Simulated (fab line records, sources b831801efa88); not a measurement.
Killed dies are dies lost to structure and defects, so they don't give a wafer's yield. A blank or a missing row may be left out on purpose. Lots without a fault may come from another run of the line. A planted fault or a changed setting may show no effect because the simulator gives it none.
fab line records | flow sky130
record lots=15 wafers=45 last_day=50
route steps=708 shown VIA4@641 PASSIVATION@683 PAD_OPEN@702
lots that met no fault: from a run of the same line without faults
start_h: hours from the record's first day to the start of the lot's first wafer shown | wait_h: hours since the lot's step before | " the same as in the row above | L1.1+2: a row that stands for several wafers | - no value, or no start given | * or withheld: withheld | < > ~ a bound
route shown NAME@n: a module of which the file shows steps, and the number in the route of the first | usual: mean/standard deviation of fault-free wafers | same: alike in all rows | chamber/n: place in a boat | sites: the reading at each site | _std_site: their standard deviation | _edge_site: outer sites' mean less inner sites' | radius_mm: how far each site lies from the wafer's centre | mask NAME#n: copy n | behind: the tool/chamber that last shaped the wafer | hold: why the lot was held/for how many hours/how that ended | device: the transistor (n, p or np) that didn't switch | end of line: the same wafers' tests at the end of the route | a step without rows: its recipe alone | killed: dies lost to structure and defects at the first sort, not the wafer's yield | map: a wafer's dies, x killed, . not, _ none there
set.NAME: the setting as run; set.NAME@STEP: as run at that earlier step | model.NAME: the simulator's own value behind a step, which no gauge read
steps of the route over a sample of lots; a table a step, a row a wafer
services: from which hour (start_h, from the record's first day; less than 0 if before it) a tool's chamber was out of use, for how many hours, and why
## steps
# step SKY_VIA4_CMP_02
# recipe material=SiO2 down_force_psi=4 platen_rpm=60 pad_velocity_m_s=0.94248
# usual motor_current_A=11.3/1
# columns lot.wafer tool chamber start_h wait_h motor_current_A
L793.1 cmp-02 2 972.20 0.1 11.6
L793.2 " 3 " " 11.5
L793.3 " 1 " " 11.1
L796.4 cmp-01 1 1023.59 0.1 10.8
L796.3 " 3 " " 10.8
L796.5 " 0 " " 13.0
L798.2 cmp-01 1 1031.86 0.0 10.8
L798.4 " 0 " " 13.1
L798.6 " 1 " " 11.3
L797.4 cmp-01 2 1034.06 0.8 9.5
L797.5 " 0 " " 12.5
L797.6 " 1 " " 11.4
L799.1 cmp-01 0 1038.50 0.1 12.5
L799.3 " 2 " " 9.6
L799.6 " 0 " " 13.7
L800.1 cmp-01 3 1043.68 0.1 11.3
L800.5 " 1 " " 10.6
L800.6 " 2 " " 9.3
L803.3 cmp-01 0 1050.86 0.0 12.8
L803.6 " 0 " " 13.5
L803.5 " 1 " " 11.3
L802.3 cmp-01 3 1052.39 0.0 11.5
L802.4 " 2 " " 9.6
L802.5 " 0 " " 13.0
L804.1 cmp-01 2 1066.43 0.1 9.1
L804.6 " 0 " " 13.1
L804.5 " 1 " " 11.1
L808.1 cmp-02 2 1078.84 0.1 11.8
L808.6 " 1 " " 11.0
L808.5 " 2 " " 11.3
L809.1 cmp-01 3 1086.03 0.3 11.4
L809.2 " 1 " " 10.8
L809.6 " 3 " " 11.3
L810.3 cmp-01 2 1087.23 0.4 9.5
L810.1 " 3 " " 11.2
L810.5 " 2 " " 9.0
L811.1 cmp-02 2 1093.09 0.1 12.0
L811.3 " 1 " " 11.2
L811.6 " 3 " " 11.5
L815.1 cmp-02 2 1115.92 0.3 11.3
L815.4 " 3 " " 11.8
L815.6 " 1 " " 11.3
L816.1 cmp-02 0 1122.98 0.1 11.0
L816.3 " 1 " " 11.2
L816.2 " 3 " " 11.2
# step SKY_PASSIVATION_CVD_02
# recipe material=Si3N4 target_thk_nm=540 temp_c=400 time_s=withheld rf_w=432.1
# usual heater_power_outer_w=458/83 heater_power_w=748/140
# columns lot.wafer tool chamber start_h wait_h heater_power_outer_w heater_power_w
L793.1 pecvd-01 0 1020.87 0.1 459 660
L793.2 " 2 " " 599 1022
L793.3 " 2 " " 622 1076
L796.3 pecvd-04 0 1069.55 0.0 363 612
L796.4 " 1 " " 453 764
L796.5 " 0 " " 388 632
L798.2 pecvd-04 0 1077.29 0.0 407 645
L798.4 " 2 " " 458 686
L798.6 " 0 " " 412 691
L797.4 pecvd-01 0 1079.18 0.1 405 593
L797.5 " 2 " " 592 1038
L797.6 " 1 " " 587 906
L799.1 pecvd-04 1 1082.42 0.1 464 781
L799.3 " 2 " " 386 606
L799.6 " 0 " " 381 617
L800.1 pecvd-01 0 1088.46 0.1 421 635
L800.5 " 1 " " 649 953
L800.6 " 0 " " 447 663
L803.3 pecvd-01 1 1095.84 0.0 654 984
L803.5 " 0 " " 450 667
L803.6 " 1 " " 654 1015
L802.3 pecvd-01 2 1096.41 0.0 547 976
L802.4 " 0 " " 416 608
L802.5 " 2 " " 587 991
L804.1 pecvd-01 2 1110.21 0.1 558 979
L804.5 " 0 " " 463 668
L804.6 " 2 " " 585 1005
L808.1 pecvd-04 0 1121.76 0.1 360 581
L808.5 " 1 " " 451 761
L808.6 " 0 " " 375 613
L809.1 pecvd-04 2 1129.53 0.1 - -
L809.2 " 0 " " - -
L809.6 " 0 " " - -
L810.1 pecvd-03 0 1132.53 0.1 - -
L810.3 " 2 " " - -
L810.5 " 0 " " - -
L811.1 pecvd-03 1 1136.13 0.1 - -
L811.3 " 2 " " - -
L811.6 " 2 " " - -
L815.1 pecvd-04 1 1156.54 0.1 413 695
L815.4 " 1 " " 419 721
L815.6 " 2 " " 447 709
L816.1 pecvd-03 2 1161.09 0.1 383 689
L816.2 " 1 " " 418 809
L816.3 " 0 " " 540 805
# step SKY_PAD_OPEN_STRIP_08
# recipe chemistry=O2/N2 power_w=1400 pressure_mtorr=1500 platen_temp_c=withheld overash_fraction=0.7 o2_flow_sccm=3000 n2_flow_sccm=300
# usual drypump_motor_current_A=5.4/0.42 oes_product_au=0.663/0.0043
# columns lot.wafer tool chamber start_h wait_h drypump_motor_current_A oes_product_au rf_hours_counter_h
L793.1 plasma_asher-04 1 1064.89 0.1 5.2 0.658 64
L793.2 " 0 " " 5.7 0.662 64
L793.3 " 0 " " 5.7 0.657 -
L796.3 plasma_asher-04 0 1110.90 0.1 5.7 0.655 -
L796.4 " 1 " " 5.2 0.659 -
L796.5 " 1 " " 5.2 0.661 -
L798.2 plasma_asher-03 0 1118.25 0.1 4.9 0.672 98
L798.4 " 0 " " 4.9 0.655 -
L798.6 " 0 " " 4.9 0.669 -
L797.4 plasma_asher-04 1 1119.64 0.1 5.2 0.659 -
L797.5 " 1 " " 5.2 0.657 -
L797.6 " 0 " " 5.7 0.667 -
L799.1 plasma_asher-02 0 1123.44 0.1 5.8 0.662 5
L799.3 " 1 " " 6.4 0.665 -
L799.6 " 0 " " 5.8 0.659 -
L800.1 plasma_asher-04 0 1129.49 0.1 5.7 0.666 71
L800.5 " 0 " " 5.7 0.668 -
L800.6 " 1 " " 5.2 0.661 -
L803.3 plasma_asher-02 1 1135.64 0.1 6.4 0.664 -
L803.5 " 1 " " 6.4 0.660 -
L803.6 " 0 " " 5.8 0.662 -
L802.3 plasma_asher-04 1 1137.14 0.1 5.2 0.654 -
L802.4 " 0 " " 5.7 0.660 -
L802.5 " 0 " " 5.7 0.662 -
L804.1 plasma_asher-03 0 1149.89 0.1 4.9 0.674 102
L804.5 " 1 " " 4.9 0.671 -
L804.6 " 0 " " 4.9 0.663 -
L808.1 plasma_asher-03 0 1159.04 0.1 4.9 0.674 102
L808.5 " 0 " " 4.9 0.666 -
L808.6 " 1 " " 4.9 0.670 -
L815.1 plasma_asher-04 0 1189.42 0.1 5.7 0.662 77
L815.4 " 1 " " 5.2 0.664 -
L815.6 " 0 " " 5.7 0.666 -
L816.1 plasma_asher-04 1 1193.94 0.1 5.2 0.667 77
L816.2 " 0 " " 5.7 0.663 77
L816.3 " 0 " " 5.7 0.664 -
# step SKY_PAD_OPEN_BOW_MEAS_13
# recipe mode=bow
# usual PAD_OPEN_BOW=45/8.7
# columns lot.wafer tool chamber start_h wait_h PAD_OPEN_BOW[um]
L793.1 film_metro-02 - 1066.98 - 55
L793.2 " - " " 48
L793.3 " - " " 44
L796.3 film_metro-01 - 1113.01 - 46
L796.4 " - " " 44
L796.5 " - " " 54
L798.2 film_metro-02 - 1120.78 - 38
L798.4 " - " " 45
L798.6 " - " " 51
L797.4 film_metro-02 - 1121.85 - 32
L797.5 " - " " 34
L797.6 " - " " 33
L799.1 film_metro-03 - 1125.76 - 48
L799.3 " - " " 53
L799.6 " - " " 46
L800.1 film_metro-02 - 1131.91 - 34
L800.5 " - " " 41
L800.6 " - " " 39
L803.3 film_metro-01 - 1138.17 - 46
L803.5 " - " " 37
L803.6 " - " " 31
L802.3 film_metro-01 - 1139.58 - 39
L802.4 " - " " 45
L802.5 " - " " 41
L804.1 film_metro-01 - 1152.04 - 47
L804.5 " - " " 51
L804.6 " - " " 45
L808.1 film_metro-01 - 1161.17 - 44
L808.5 " - " " 47
L808.6 " - " " 48
L815.1 film_metro-01 - 1191.52 - 56
L815.4 " - " " 53
L815.6 " - " " 66
L816.1 film_metro-01 - 1196.11 - 56
L816.2 " - " " 49
L816.3 " - " " 46
# step SKY_PAD_OPEN_PROBE_99
# usual defect_limited_yield=82.4/1.9 killed_at_M0_to_M3=44/7.2 killed_at_M4_up=3.2/1.8 killed_at_contacts=24/5.4 killed_at_front_end=15/4 killed_at_other=0.3/0.56 killed_dies=87/9.2 killed_open=47/7.3 killed_short=39/5.7 sort_bin_3_pad_short=0.9/0.45 sort_bin_5_function=10.6/1.5 sort_bin_6_memory=6.2/1.1 sort_n_pass=405/9.2 sort_yield_pct=82.4/1.9
# same gross_dies=492 killed_at_back_side=0 sort_bin_4_leakage[%]=0 sort_bin_8_speed[%]=0
# columns lot.wafer tool chamber start_h wait_h defect_limited_yield[%] killed_at_M0_to_M3 killed_at_M4_up killed_at_contacts killed_at_front_end killed_at_other killed_dies killed_open killed_short sort_bin_3_pad_short[%] sort_bin_5_function[%] sort_bin_6_memory[%] sort_n_pass sort_yield_pct[%]
L800.1 prober-01 - 1132.03 0.1 83.7 39 1 21 18 1 80 39 41 0.6 10.6 5.1 412 83.7
L800.5 prober-01 - 1132.23 0.2 81.9 46 4 28 11 0 89 45 43 0.2 10.6 7.3 403 81.9
L800.6 prober-01 - 1132.28 0.2 84.1 38 2 27 11 0 78 45 32 0.6 8.3 6.9 414 84.1
L802.3 prober-02 - 1139.76 0.2 83.1 38 7 19 19 0 83 47 36 0.6 10.2 6.1 409 83.1
L802.4 prober-02 - 1139.81 0.2 82.7 38 3 29 14 1 85 51 34 0.4 10.8 6.1 407 82.7
L802.5 prober-02 - 1139.86 0.2 81.5 40 5 29 17 0 91 52 39 0.6 12.0 5.9 401 81.5
L808.1 prober-01 - 1161.29 0.1 83.5 40 3 22 14 2 81 46 33 0.4 8.9 7.1 411 83.5
L808.5 prober-01 - 1161.49 0.2 81.1 41 4 27 21 0 93 45 48 0.6 12.2 6.1 399 81.1
L808.6 prober-01 - 1161.54 0.2 80.1 48 3 28 17 2 98 54 42 1.8 9.6 8.5 394 80.1
# killed by level:class
L800.1 VIA2:geometric_particle:open=7 VIA1:geometric_particle:short=6 VIA1:geometric_particle:open=6 LOCAL_INTERCONNECT:geometric_particle:short=5 VIA3:geometric_particle:open=5 METAL2:geometric_particle:short=5 FIELD_ISO:geometric_particle:short=4 POLY_GATE:geometric_particle:short=4
L800.5 CONTACT:geometric_particle:open=12 VIA1:geometric_particle:open=8 LI_CONTACT:geometric_particle:open=7 METAL1:geometric_particle:short=7 VIA1:geometric_particle:short=7 VIA2:geometric_particle:open=6 VIA3:geometric_particle:open=5 POLY_GATE:geometric_particle:short=4
L800.6 CONTACT:geometric_particle:open=11 VIA1:geometric_particle:open=7 VIA2:geometric_particle:open=6 FIELD_ISO:geometric_particle:open=5 METAL1:geometric_particle:short=5 LI_CONTACT:geometric_particle:short=4 LI_CONTACT:geometric_particle:open=4 CONTACT:geometric_particle:short=4
L802.3 VIA3:geometric_particle:open=11 VIA1:geometric_particle:open=8 LOCAL_INTERCONNECT:geometric_particle:short=6 CONTACT:geometric_particle:open=6 POLY_GATE:geometric_particle:open=5 VIA2:geometric_particle:open=5 FIELD_ISO:geometric_particle:open=4 LI_CONTACT:geometric_particle:open=4
L802.4 CONTACT:geometric_particle:open=9 VIA2:geometric_particle:open=8 LI_CONTACT:geometric_particle:open=7 CONTACT:geometric_particle:short=7 VIA1:geometric_particle:open=7 VIA3:geometric_particle:open=7 VIA1:geometric_particle:short=5 FIELD_ISO:geometric_particle:open=4
L802.5 CONTACT:geometric_particle:open=11 VIA1:geometric_particle:open=8 FIELD_ISO:geometric_particle:open=7 CONTACT:geometric_particle:short=7 METAL1:geometric_particle:short=7 VIA2:geometric_particle:open=6 POLY_GATE:geometric_particle:open=5 LI_CONTACT:geometric_particle:open=5
L808.1 VIA1:geometric_particle:open=13 CONTACT:geometric_particle:open=8 METAL2:geometric_particle:short=6 CONTACT:geometric_particle:short=5 VIA2:geometric_particle:open=5 POLY_GATE:geometric_particle:open=4 LI_CONTACT:geometric_particle:open=4 VIA3:geometric_particle:open=4
L808.5 VIA1:geometric_particle:open=11 CONTACT:geometric_particle:open=9 POLY_GATE:geometric_particle:short=8 LI_CONTACT:geometric_particle:open=6 METAL1:geometric_particle:short=6 FIELD_ISO:geometric_particle:short=5 FIELD_ISO:geometric_particle:open=5 VIA1:geometric_particle:short=5
L808.6 VIA1:geometric_particle:open=13 CONTACT:geometric_particle:open=9 VIA3:geometric_particle:open=9 CONTACT:geometric_particle:short=7 LOCAL_INTERCONNECT:geometric_particle:short=6 VIA2:geometric_particle:open=6 LI_CONTACT:geometric_particle:open=5 METAL3:geometric_particle:short=5
## services
# columns tool chamber start_h hours kind
cmp-01 - 956.91 4.2 pm
cmp-01 - 965.56 3.6 repair
pecvd-03 - 984.58 2.4 repair
plasma_asher-02 - 992.32 0.6 repair
plasma_asher-03 - 993.52 1.0 repair
pecvd-04 - 993.83 1.6 repair
pecvd-01 - 1009.52 5.5 pm
cmp-02 - 1019.46 16.0 pm
pecvd-01 - 1028.81 14.6 pm
cmp-02 - 1035.44 6.1 pm
pecvd-01 2 1046.32 17.2 repair
pecvd-01 - 1054.62 0.6 repair
plasma_asher-02 - 1055.25 9.0 pm
cmp-02 - 1057.79 0.3 repair
pecvd-01 - 1064.79 1.9 repair
cmp-02 - 1084.00 4.0 pm
plasma_asher-02 - 1087.41 6.7 repair
cmp-02 - 1102.91 4.4 pm
plasma_asher-03 - 1119.42 1.6 repair
plasma_asher-03 - 1135.25 4.5 repair
pecvd-03 - 1144.12 2.8 pm
cmp-02 - 1153.68 2.5 repair
cmp-01 - 1172.02 4.0 pm
cmp-01 - 1172.06 0.9 repair
## key
first_sign step=SKY_PASSIVATION_CVD_02 reading=tool_record direction=missing
effect none on later readings
met_at SKY_PASSIVATION_CVD_02
struck_lots L809,L810,L811
scrapped_behind SKY_PASSIVATION_THK_MEAS_03 L809.1,L809.2,L809.6,L810.1,L810.3,L810.5,L811.1,L811.3,L811.6
not_acting_at SKY_VIA4_CMP_02,SKY_PAD_OPEN_STRIP_08,SKY_PAD_OPEN_BOW_MEAS_13
onset_between 1121.76 1129.53
fault kind=skipped_step_whole tool=pecvd-03,pecvd-04 chamber=- onset_h=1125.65 steps=SKY_PASSIVATION_CVD_02 scope=struck_lots_only
